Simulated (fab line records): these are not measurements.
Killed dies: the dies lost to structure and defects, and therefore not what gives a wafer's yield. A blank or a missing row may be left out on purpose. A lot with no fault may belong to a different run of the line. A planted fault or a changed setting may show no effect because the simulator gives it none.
The tool behind it: which one? -- flow gf180mcu -- 72 wafers from 24 lots sampled at 6 of the route's 602 steps

WHAT THE GAUGES READ, wafer by wafer
GF_DUAL_GATE_THK_MEAS_03. Usual: for DUAL_GATE_OXIDATION_00_THK the level is 10.95 nm and the standard deviation is 0.2.
lot,measured,on,DUAL_GATE_OXIDATION_00_THK (nm),flag
L074,day 7 14:31,film metro-04,10.91 11.10 10.93,
L075,day 7 21:56,film metro-01,10.66 10.59 10.58,
L076,day 8 02:06,film metro-01,11.07 11.08 11.05,
L077,day 8 12:40,film metro-02,11.02 11.01 10.95,
L078,day 8 18:49,film metro-01,10.95 10.87 10.81,
L079,day 8 23:53,film metro-02,10.86 10.77 10.79,
L080,day 9 05:29,film metro-02,11.22 10.99 11.17,
L081,day 9 12:43,film metro-02,10.52 10.41 10.73,
L082,day 9 18:41,film metro-02,10.58 10.82 10.73,
L083,day 10 04:53,film metro-02,10.86 10.85 10.91,
L084,day 10 10:19,film metro-02,10.91 10.73 10.76,
L085,day 10 15:16,film metro-02,10.80 10.85 10.84,
L086,day 10 22:24,film metro-02,11.13 11.00 11.14,
L087,day 11 12:32,film metro-04,11.15 11.17 11.25,
L088,day 11 15:42,film metro-01,11.12 11.26 11.04,
L089,day 11 19:09,film metro-04,11.33 11.10 11.06,
L090,day 12 06:43,film metro-01,10.73 10.56 10.84,
L091,day 12 15:06,film metro-02,11.07 11.03 11.30,
L092,day 12 20:32,film metro-04,10.97 11.09 11.08,
L093,day 13 02:22,film metro-04,11.09 11.02 11.02,
L094,day 13 06:35,film metro-01,11.08 11.09 11.26,
L095,day 13 15:31,film metro-02,10.96 11.03 11.05,
L096,day 13 20:38,film metro-04,10.79 10.73 10.84,
L097,day 14 04:07,film metro-04,10.76 11.00 11.12,

GF_V1_BOW_MEAS_05. Usual: for V1_BOW the level is 83 um and the standard deviation is 7.4.
lot,measured,on,V1_BOW (um),flag
L074,day 17 00:22,film metro-02,77 76 77,
L075,day 17 12:38,film metro-02,66 77 83,
L076,day 17 18:05,film metro-01,82 65 69,
L077,day 18 07:07,film metro-02,88 74 87,
L078,day 18 16:53,film metro-01,75 80 74,
L079,day 19 00:51,film metro-02,75 78 72,
L080,day 19 05:50,film metro-04,92 75 83,
L081,day 19 16:54,film metro-04,69 91 88,
L082,day 19 21:46,film metro-01,82 70 83,
L083,day 20 14:01,film metro-04,94 87 95,
L084,day 20 20:58,film metro-02,84 88 95,
L085,day 21 04:56,film metro-01,76 79 87,
L086,day 21 16:37,film metro-04,82 77 89,
L087,day 22 08:29,film metro-02,88 83 90,
L088,day 22 10:59,film metro-02,98 87 96,
L089,day 22 15:30,film metro-02,95 89 92,
L090,day 23 07:05,film metro-02,82 81 84,
L091,day 23 12:51,film metro-02,86 89 84,
L092,day 23 18:23,film metro-04,69 74 91,
L093,day 24 03:05,film metro-02,79 81 79,
L094,day 24 08:44,film metro-04,80 72 73,
L095,day 24 18:42,film metro-04,92 80 85,
L096,day 24 22:36,film metro-04,73 75 78,
L097,day 25 06:34,film metro-04,95 83 79,

GF_V4_THK_MEAS_01. Usual: for V4_CVD_00_THK the level is 602 nm and the standard deviation is 6.
lot,measured,on,V4_CVD_00_THK (nm),flag
L074,day 23 08:01,film metro-04,594 603 591,
L075,day 23 19:00,film metro-04,599 600 601,
L076,day 24 00:22,film metro-04,591 606 591,
L077,day 24 13:08,film metro-01,592 604 599,
L078,day 24 21:37,film metro-04,616 610 604,
L079,day 25 04:54,film metro-04,601 606 607,
L080,day 25 10:26,film metro-04,602 594 600,
L081,day 25 18:35,film metro-04,611 602 615,
L082,day 25 22:21,film metro-04,599 610 614,
L083,day 26 14:46,film metro-04,598 605 608,
L084,day 26 19:54,film metro-01,588 600 595,
L085,day 27 01:57,film metro-01,610 599 608,
L086,day 27 12:55,film metro-01,604 609 603,
L087,day 28 01:32,film metro-01,599 606 607,
L088,day 28 03:50,film metro-01,603 598 610,
L089,day 28 08:10,film metro-01,606 599 599,
L090,day 28 21:19,film metro-04,612 600 615,
L091,day 29 02:31,film metro-01,603 599 599,
L092,day 29 08:25,film metro-04,609 609 604,
L093,day 29 14:56,film metro-01,605 601 602,
L094,day 29 20:18,film metro-04,601 602 605,
L095,day 30 02:49,film metro-01,595 606 604,
L096,day 30 07:46,film metro-04,595 596 604,
L097,day 30 13:51,film metro-04,596 609 614,

TOOL THAT RAN EACH LOT (tool first, then ch and the chambers of the sampled wafers, then the start)
lot,GF_V1_ETCH_17,GF_M2_SPUTTER_00,GF_M4_SPUTTER_00
L074,"rie diel-03 ch 0,2,3, day 18 00:29 or earlier","pvd sputter-02, day 18 00:29","pvd sputter-02, day 22 07:39"
L075,"rie diel-01 ch 0,3, day 18 12:53 or earlier","pvd sputter-02, day 18 12:53","pvd sputter-02, day 22 18:53"
L076,"rie diel-03 ch 1,2,3, day 18 18:32 or earlier","pvd sputter-04, day 18 18:32","pvd sputter-02, day 23 00:40"
L077,"rie diel-04 ch 0,1, day 19 08:47 or earlier","pvd sputter-02, day 19 08:47","pvd sputter-02, day 23 13:17"
L078,"rie diel-04 ch 0,1,3, day 19 18:18 or earlier","pvd sputter-03, day 19 18:18","pvd sputter-02, day 23 21:46"
L079,"rie diel-01 ch 0,1,2, day 20 02:08 or earlier","pvd sputter-02, day 20 02:08","pvd sputter-04, day 24 05:55"
L080,"rie diel-03 ch 0,1,2, day 20 06:57 or earlier","pvd sputter-02, day 20 06:57","pvd sputter-02, day 24 11:44"
L081,"rie diel-01 ch 0,1,3, day 20 17:53 or earlier","pvd sputter-04, day 20 17:53","pvd sputter-03, day 24 19:20"
L082,"rie diel-03 ch 0,1, day 20 23:07 or earlier","pvd sputter-04, day 20 23:07","pvd sputter-04, day 25 00:17"
L083,"rie diel-01 ch 0,2, day 21 15:40 or earlier","pvd sputter-04, day 21 15:40","pvd sputter-02, day 25 16:47"
L084,"rie diel-01 ch 1,2,3, day 21 23:14 or earlier","pvd sputter-02, day 21 23:14","pvd sputter-02, day 25 22:23"
L085,"rie diel-04 ch 2,3, day 22 06:11 or earlier","pvd sputter-04, day 22 06:11","pvd sputter-04, day 26 04:07"
L086,"rie diel-04 ch 2,3, day 22 17:43 or earlier","pvd sputter-03, day 22 17:43","pvd sputter-02, day 26 15:36"
L087,"rie diel-04 ch 1,2, day 23 09:09 or earlier","pvd sputter-02, day 23 09:09","pvd sputter-02, day 27 04:49"
L088,"rie diel-04 ch 1,2,3, day 23 11:47 or earlier","pvd sputter-03, day 23 11:47","pvd sputter-04, day 27 06:58"
L089,"rie diel-03 ch 0,2,3, day 23 15:48 or earlier","pvd sputter-04, day 23 15:48","pvd sputter-04, day 27 11:52"
L090,"rie diel-01 ch 0,1,2, day 24 07:39 or earlier","pvd sputter-03, day 24 07:39","pvd sputter-04, day 27 23:35"
L091,"rie diel-04 ch 2,3, day 24 12:36 or earlier","pvd sputter-04, day 24 12:36","pvd sputter-03, day 28 05:53"
L092,"rie diel-04 ch 0,3, day 24 18:29 or earlier","pvd sputter-04, day 24 18:29","pvd sputter-03, day 28 12:22"
L093,"rie diel-04 ch 2,3, day 25 01:53 or earlier","pvd sputter-04, day 25 01:53","pvd sputter-04, day 28 18:12"
L094,"rie diel-03 ch 0,1,2, day 25 07:46 or earlier","pvd sputter-02, day 25 07:46","pvd sputter-04, day 28 23:51"
L095,"rie diel-01 ch 0,1,3, day 25 17:17 or earlier","pvd sputter-04, day 25 17:17","pvd sputter-04, day 29 06:57"
L096,"rie diel-04 ch 1,2,3, day 25 21:31 or earlier","pvd sputter-02, day 25 21:31","pvd sputter-02, day 29 12:04"
L097,"rie diel-03 ch 0,2,3, day 26 05:41 or earlier","pvd sputter-02, day 26 05:41","pvd sputter-03, day 29 18:29"
- GF_V1_ETCH_17: etches SiO2 in C4F8/O2/Ar, stops on TiN, target depth 630 nm.
- GF_M2_SPUTTER_00: material Ti, target thk 37.5 nm, time 150 s.
- GF_M4_SPUTTER_00: material Ti, target thk 37.5 nm, time 150 s.

AS READ BY THE TOOLS THEMSELVES (means over the sampled wafers that have a number; for cases with no such wafer, the mark the record gives instead)
GF_V1_ETCH_17. Usual: oes product au reads 0.855 a.u. (standard deviation 0.0043).
lot,tool,oes product au (a.u.),flag
L074,rie diel-03,0.851,
L075,rie diel-01,0.856,
L076,rie diel-03,0.854,
L077,rie diel-04,0.859,
L078,rie diel-04,0.853,
L079,rie diel-01,0.856,
L080,rie diel-03,0.858,
L081,rie diel-01,0.853,
L082,rie diel-03,0.854,
L083,rie diel-01,0.855,
L084,rie diel-01,0.855,
L085,rie diel-04,0.852,
L086,rie diel-04,0.857,
L087,rie diel-04,0.853,
L088,rie diel-04,0.857,
L089,rie diel-03,0.860,
L090,rie diel-01,0.853,
L091,rie diel-04,0.852,
L092,rie diel-04,0.854,
L093,rie diel-04,0.852,
L094,rie diel-03,0.855,
L095,rie diel-01,0.853,
L096,rie diel-04,0.853,
L097,rie diel-03,0.859,

GF_M2_SPUTTER_00. Usual: throttle valve pct reads 30.1 % (standard deviation 1).
lot,tool,throttle valve pct (%),flag
L074,pvd sputter-02,30.2,
L075,pvd sputter-02,29.7,
L076,pvd sputter-04,29.8,
L077,pvd sputter-02,30.4,
L078,pvd sputter-03,30.2,
L079,pvd sputter-02,30.6,
L080,pvd sputter-02,30.0,
L081,pvd sputter-04,30.0,
L082,pvd sputter-04,30.2,
L083,pvd sputter-04,30.3,
L084,pvd sputter-02,30.6,
L085,pvd sputter-04,30.2,
L086,pvd sputter-03,31.1,
L087,pvd sputter-02,29.6,
L088,pvd sputter-03,30.2,
L089,pvd sputter-04,29.4,
L090,pvd sputter-03,29.3,
L091,pvd sputter-04,29.1,
L092,pvd sputter-04,30.3,
L093,pvd sputter-04,29.6,
L094,pvd sputter-02,29.9,
L095,pvd sputter-04,29.7,
L096,pvd sputter-02,29.0,
L097,pvd sputter-02,29.7,

GF_M4_SPUTTER_00. Usual: throttle valve pct reads 30.1 % (standard deviation 1).
lot,tool,throttle valve pct (%),flag
L074,pvd sputter-02,30.4,
L075,pvd sputter-02,30.0,
L076,pvd sputter-02,30.2,
L077,pvd sputter-02,30.4,
L078,pvd sputter-02,29.8,
L079,pvd sputter-04,30.3,
L080,pvd sputter-02,29.9,
L081,pvd sputter-03,29.5,
L082,pvd sputter-04,30.7,
L083,pvd sputter-02,29.6,
L084,pvd sputter-02,29.5,
L085,pvd sputter-04,29.7,
L086,pvd sputter-02,30.0,
L087,pvd sputter-02,30.9,
L088,pvd sputter-04,30.1,
L089,pvd sputter-04,29.9,
L090,pvd sputter-04,30.3,
L091,pvd sputter-03,30.1,
L092,pvd sputter-03,31.1,
L093,pvd sputter-04,29.5,
L094,pvd sputter-04,30.5,
L095,pvd sputter-04,30.3,
L096,pvd sputter-02,29.5,
L097,pvd sputter-03,29.9,

THE ANSWER, worked out from the rows above alone
Rule: a lot is off if the mean of its wafers that have a number lies more than 3 standard deviations from the usual mean. Also off: a lot with no number at a reading for which 4 or more lots have one. All remaining lots with rows at the step are treated as sound. The gauges are gone through in route order, then the tools' own readings, and for those a lot's mean is taken as printed above. The first step at which some lot is off is used, and at that step the reading that is off furthest; a lot without a number counts as furthest.
No lot is off at any reading shown: from this, nothing can be told.

WHAT THE SIMULATOR PUT IN
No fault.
